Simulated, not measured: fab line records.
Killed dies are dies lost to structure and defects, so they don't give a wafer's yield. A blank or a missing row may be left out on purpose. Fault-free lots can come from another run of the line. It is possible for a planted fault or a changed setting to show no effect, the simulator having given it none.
fab line records    flow sky130
[record] lots = 6  wafers = 18  last-day = 49
route steps=708 shown SALICIDE@361 LI_CONTACT@362 PAD_OPEN@708
lots untouched by any fault: they come from a run of this same line in which no faults occurred
start-h: hours from the record's opening day to when the first of the lot's shown wafers began    wait-h: hours since the lot's step before    " same as the row above    L1.1+2: a single row standing in for several wafers    - value missing, or start not given    * or withheld: withheld    < > ~ a bound
route shown NAME@n: a module of which the file shows steps, and the number in the route of the first    usual: mean/standard deviation of fault-free wafers    same: alike in all rows    chamber/n: place in a boat    sites: the reading at each site    _std_site: standard deviation across them    _edge_site: mean of outer sites minus mean of inner sites    radius-mm: how far each site lies from the wafer's centre    mask NAME#n: copy n    behind: tool/chamber where the wafer was last shaped    hold: the reason the lot was held/the length of the hold in hours/how it ended    device: which transistor (n, p or np) failed to switch    end of line: the same wafers' tests at the end of the route    a step with no rows: only its recipe    killed: dies that structure and defects cost at the first sort, which is not the same as the wafer's yield    map: a wafer's dies, x killed, . not, _ none there
set.NAME: the setting the step ran with; set.NAME@STEP: the setting that earlier step ran with    model.NAME: the simulator's own value behind a step, which no gauge read
lots at selected steps of the route; one table per step, one row per wafer
services: the hour from which a tool's chamber was out of use, counted from the record's first day as start-h (under 0 if before that day), plus the number of hours and why
[[steps]]
[step SKY_SALICIDE_CLEAN_00]
[recipe] chemistry = HF-last  time-s = 30  dilution = 100:1  dry = ipa-marangoni
[step SKY_LI_CONTACT_HDPCVD_00]
[recipe] material = PSG  target-thk-nm = 930  sigma-open-frac = 0.3  time-s = 155  temp-c = 600  sih4-flow-sccm = 60  pressure-mtorr = 6
[step SKY_LI_CONTACT_THK_MEAS_01]
[recipe] reads = PSG_of_LI_CONTACT_HDPCVD_00
[usual] LI_CONTACT_HDPCVD_THK = 930/12
lot.wafer  tool           chamber  start-h  wait-h  LI_CONTACT_HDPCVD_THK[nm]
L961.1     film-metro-01  -        659.83   0.1     944
L961.2     "              -        "        "       912
L961.3     "              -        "        "       918
L971.2     film-metro-03  -        741.69   0.1     923
L971.3     "              -        "        "       940
L971.4     "              -        "        "       917
L974.3     film-metro-02  -        761.90   0.1     925
L974.5     "              -        "        "       932
L974.6     "              -        "        "       923
L975.1     film-metro-01  -        769.93   0.1     922
L975.3     "              -        "        "       922
L975.6     "              -        "        "       911
L978.2     film-metro-01  -        781.74   0.1     934
L978.3     "              -        "        "       925
L978.4     "              -        "        "       935
L977.4     film-metro-01  -        786.10   0.0     909
L977.5     "              -        "        "       937
L977.6     "              -        "        "       898
[step SKY_LI_CONTACT_CMP_02]
[recipe] material = PSG  down-force-psi = 4  platen-rpm = 60  pad-velocity-m-s = 0.94248
[usual] motor-current-A = 12.6/1.2  time-to-endpoint-s = 33/3.4
lot.wafer  tool    chamber  start-h  wait-h  motor-current-A  time-to-endpoint-s
L961.1     cmp-02  2        659.89   0.1     11.5             41
L961.3     "       3        "        "       13.0             33
L961.2     "       0        "        "       13.2             33
L971.2     cmp-01  1        741.74   0.0     13.3             28
L971.3     "       2        "        "       14.6             40
L971.4     "       0        "        "       10.6             35
L974.3     cmp-01  1        762.04   0.1     11.9             27
L974.5     "       3        "        "       14.4             36
L974.6     "       0        "        "       10.5             36
L975.1     cmp-02  3        769.99   0.1     12.3             29
L975.3     "       2        "        "       11.3             33
L975.6     "       0        "        "       13.0             32
L978.2     cmp-01  1        781.79   0.0     12.2             29
L978.4     "       2        "        "       13.6             38
L978.3     "       3        "        "       14.2             34
L977.4     cmp-01  3        786.28   0.2     14.3             33
L977.6     "       0        "        "       10.7             33
L977.5     "       1        "        "       13.1             31
[step SKY_LI_CONTACT_BOW_MEAS_03]
[recipe] mode = bow
[usual] LI_CONTACT_BOW = 57/6.5
lot.wafer  tool           chamber  start-h  wait-h  LI_CONTACT_BOW[um]
L961.1     film-metro-03  -        660.19   0.2     60
L961.2     "              -        "        "       47
L961.3     "              -        "        "       53
L971.2     film-metro-02  -        742.06   0.3     57
L971.3     "              -        "        "       58
L971.4     "              -        "        "       54
L974.3     film-metro-03  -        762.29   0.2     53
L974.5     "              -        "        "       57
L974.6     "              -        "        "       52
L975.1     film-metro-01  -        770.29   0.2     49
L975.3     "              -        "        "       57
L975.6     "              -        "        "       48
L978.2     film-metro-03  -        782.11   0.3     60
L978.3     "              -        "        "       43
L978.4     "              -        "        "       59
L977.4     film-metro-02  -        786.49   0.2     43
L977.5     "              -        "        "       46
L977.6     "              -        "        "       56
[step SKY_LI_CONTACT_DEHYDRATE_04]
[recipe] temp-c = 200  time-s = 60
[step SKY_LI_CONTACT_HMDS_05]
[recipe] prime-time-s = 60  prime-temp-c = 120
[step SKY_LI_CONTACT_COAT_06]
[recipe] resist = BARC  temp-c = withheld  time-s = withheld  spin-rpm = 3000  resist-thk-nm = 60
[step SKY_LI_CONTACT_COAT_07]
[recipe] resist = KrF-thick  spin-rpm = 3000  resist-thk-nm = 450
[step SKY_LI_CONTACT_SOFTBAKE_08]
[recipe] temp-c = 100  time-s = 90  resist = KrF-thick
[step SKY_LI_CONTACT_EXPOSE_09]
[recipe] mask-id = LICM1  na = 0.8  source-shape = annular  sigma-inner = 0.55  sigma-outer = 0.85  target-cd-nm = 170  dose-mj = 38
[step SKY_LI_CONTACT_PEB_10]
[recipe] peb-temp-c = withheld  peb-time-s = withheld  resist = KrF-thick
[step SKY_LI_CONTACT_DEVELOP_11]
[recipe] develop-time-s = 60.92  resist = KrF-thick  dev-temp-c = 21
[usual] developer-temp-C = 21.01/0.1
lot.wafer  tool            chamber  start-h  wait-h  developer-temp-C
L961.1     litho-track-02  0        687      -       20.86
L961.2     "               0        "        "       21.03
L961.3     "               0        "        "       20.94
L971.2     litho-track-03  0        768      -       20.93
L971.3     "               0        "        "       20.91
L971.4     "               0        "        "       21.02
L974.3     litho-track-04  0        788      -       21.01
L974.5     "               0        "        "       20.97
L974.6     "               0        "        "       21.07
L975.1     litho-track-03  0        796      -       23.25
L975.3     "               0        "        "       23.20
L975.6     "               0        "        "       23.32
L978.2     litho-track-03  0        808      -       23.20
L978.3     "               0        "        "       23.08
L978.4     "               0        "        "       23.17
L977.4     litho-track-04  0        813      -       21.06
L977.5     "               0        "        "       20.98
L977.6     "               0        "        "       20.89
[step SKY_LI_CONTACT_CD_MEAS_12]
[recipe] target-cd-nm = 170
[usual] cd-nm = 169.7/1.6
lot.wafer  tool       chamber  start-h  wait-h  cd-nm
L961.1     cd-sem-02  -        687.77   -       168.8
L961.2     "          -        "        "       170.2
L961.3     "          -        "        "       171.2
L971.2     cd-sem-01  -        768.33   -       168.2
L971.3     "          -        "        "       168.2
L971.4     "          -        "        "       168.4
L974.3     cd-sem-02  -        788.57   -       170.7
L974.5     "          -        "        "       169.8
L974.6     "          -        "        "       171.3
L975.1     cd-sem-02  -        796.66   -       170.2
L975.3     "          -        "        "       170.0
L975.6     "          -        "        "       170.3
L978.2     cd-sem-02  -        808.68   -       174.6
L978.3     "          -        "        "       174.7
L978.4     "          -        "        "       175.8
L977.4     cd-sem-02  -        813.14   -       172.6
L977.5     "          -        "        "       171.5
L977.6     "          -        "        "       173.4
[step SKY_PAD_OPEN_PROBE_99]
[usual] killed_at_M0_to_M3 = 44/7.9  killed_at_M4_up = 3.1/2  killed-at-contacts = 23/4.9  killed-at-front-end = 15/3.9  killed-at-other = 0.2/0.49  killed-dies = 86/10  killed-open = 47/7.1  killed-short = 39/7.1
[same] gross-dies = 492  killed-at-back-side = 0
lot.wafer  tool       chamber  start-h  wait-h  killed_at_M0_to_M3  killed_at_M4_up  killed-at-contacts  killed-at-front-end  killed-at-other  killed-dies  killed-open  killed-short
L961.1     prober-01  -        1082.48  0.1     46                  2                28                  18                   2                96           53           41
L961.2     prober-01  -        1082.53  0.1     54                  7                18                  20                   0                99           51           48
L961.3     prober-01  -        1082.58  0.2     50                  3                24                  19                   0                96           57           38
L971.2     prober-01  -        1142.87  0.1     35                  2                29                  10                   0                76           48           27
L971.3     prober-01  -        1142.92  0.2     34                  2                28                  17                   2                83           45           38
L971.4     prober-01  -        1142.97  0.2     38                  5                13                  22                   1                79           40           37
L978.2     prober-01  -        1170.72  0.1     57                  0                17                  17                   0                91           50           41
L978.3     prober-01  -        1170.77  0.2     48                  9                27                  10                   0                94           51           43
L978.4     prober-01  -        1170.82  0.2     51                  3                30                  12                   0                96           62           33
// killed by level:class
L961.1 VIA1:geometric-particle:open=10 VIA2:geometric-particle:open=10 LI_CONTACT:geometric-particle:open=8 CONTACT:geometric-particle:open=8 VIA3:geometric-particle:open=7 CONTACT:geometric-particle:short=6 METAL1:geometric-particle:short=6 FIELD_ISO:geometric-particle:short=5
L961.2 VIA1:geometric-particle:open=15 VIA3:geometric-particle:open=10 FIELD_ISO:geometric-particle:open=9 METAL1:geometric-particle:short=8 CONTACT:geometric-particle:open=7 VIA1:geometric-particle:short=6 LOCAL_INTERCONNECT:geometric-particle:short=5 METAL4:geometric-particle:short=5
L961.3 VIA1:geometric-particle:open=11 VIA3:geometric-particle:open=9 CONTACT:geometric-particle:open=7 VIA2:geometric-particle:open=7 CONTACT:geometric-particle:short=6 VIA1:geometric-particle:short=6 FIELD_ISO:geometric-particle:short=5 POLY_GATE:geometric-particle:open=5
L971.2 CONTACT:geometric-particle:open=14 VIA2:geometric-particle:open=9 VIA1:geometric-particle:open=8 VIA3:geometric-particle:open=6 FIELD_ISO:geometric-particle:open=5 LI_CONTACT:geometric-particle:open=5 CONTACT:geometric-particle:short=5 LOCAL_INTERCONNECT:geometric-particle:short=3
L971.3 VIA1:geometric-particle:open=10 LI_CONTACT:geometric-particle:open=7 CONTACT:geometric-particle:open=7 LI_CONTACT:geometric-particle:short=6 FIELD_ISO:geometric-particle:open=5 LOCAL_INTERCONNECT:geometric-particle:short=5 VIA2:geometric-particle:short=5 VIA2:geometric-particle:open=4
L971.4 VIA1:geometric-particle:open=9 FIELD_ISO:geometric-particle:open=7 FIELD_ISO:geometric-particle:short=6 VIA2:geometric-particle:open=6 LI_CONTACT:geometric-particle:open=5 METAL1:geometric-particle:short=5 METAL4:geometric-particle:short=5 CONTACT:geometric-particle:open=4
L978.2 VIA1:geometric-particle:open=13 CONTACT:geometric-particle:open=8 FIELD_ISO:geometric-particle:short=6 METAL1:geometric-particle:short=6 VIA1:geometric-particle:short=5 VIA3:geometric-particle:open=5 METAL3:geometric-particle:short=5 METAL2:geometric-particle:short=5
L978.3 VIA1:geometric-particle:open=11 LI_CONTACT:geometric-particle:open=9 METAL4:geometric-particle:short=7 VIA2:geometric-particle:open=7 VIA3:geometric-particle:open=6 CONTACT:geometric-particle:open=6 METAL1:geometric-particle:short=6 METAL2:geometric-particle:short=5
L978.4 CONTACT:geometric-particle:open=16 VIA3:geometric-particle:open=11 VIA1:geometric-particle:open=9 LI_CONTACT:geometric-particle:open=8 VIA1:geometric-particle:short=8 METAL2:geometric-particle:short=5 CONTACT:geometric-particle:short=5 VIA2:geometric-particle:open=4
[[services]]
tool    chamber  start-h  hours  kind
cmp-02  -        638.83   2.9    repair
cmp-01  -        658.81   0.6    repair
cmp-02  -        706.13   1.9    repair
cmp-01  -        708.11   3.7    pm
cmp-02  -        712.37   2.4    repair
cmp-01  -        717.94   0.8    repair
cmp-02  -        751.89   4.0    pm
cmp-02  -        755.89   -      consumable-replace:conditioner
cmp-02  -        755.89   -      consumable-replace:pad
cmp-02  -        756.56   0.6    repair
cmp-01  -        765.03   0.3    repair
cmp-01  -        795.25   6.1    pm
cmp-02  -        801.43   4.5    pm
[[key]]
[first-sign] step = SKY_LI_CONTACT_DEVELOP_11  reading = developer-temp-C  direction = up  sigmas = 22  usual = *  struck = *
[effect] step = SKY_LI_CONTACT_CD_MEAS_12  reading = cd-nm  direction = up  sigmas = 1.8  usual = 169.7  struck = 172.6
met-at SKY_LI_CONTACT_DEVELOP_11
struck-wafers L975.1,L975.3,L975.6,L978.2,L978.3,L978.4
tester-left-out L975,L978
onset-between 768 796
[fault] kind = process-parameter-drift  tool = litho-track-03  chamber = -  onset-h = 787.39  steps = SKY_LI_CONTACT_DEVELOP_11  channel = dev-temp-c  offset = *  shape = step  end-h = 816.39  acts-in = *  stated = *
// tester-left-out: of these lots the tester's yield and bins aren't shown, on N5 and GAA mostly nor the transistor test; their killed dies are dies lost to structure and defects alone, not to doping, threshold or leakage, so they don't give the yield
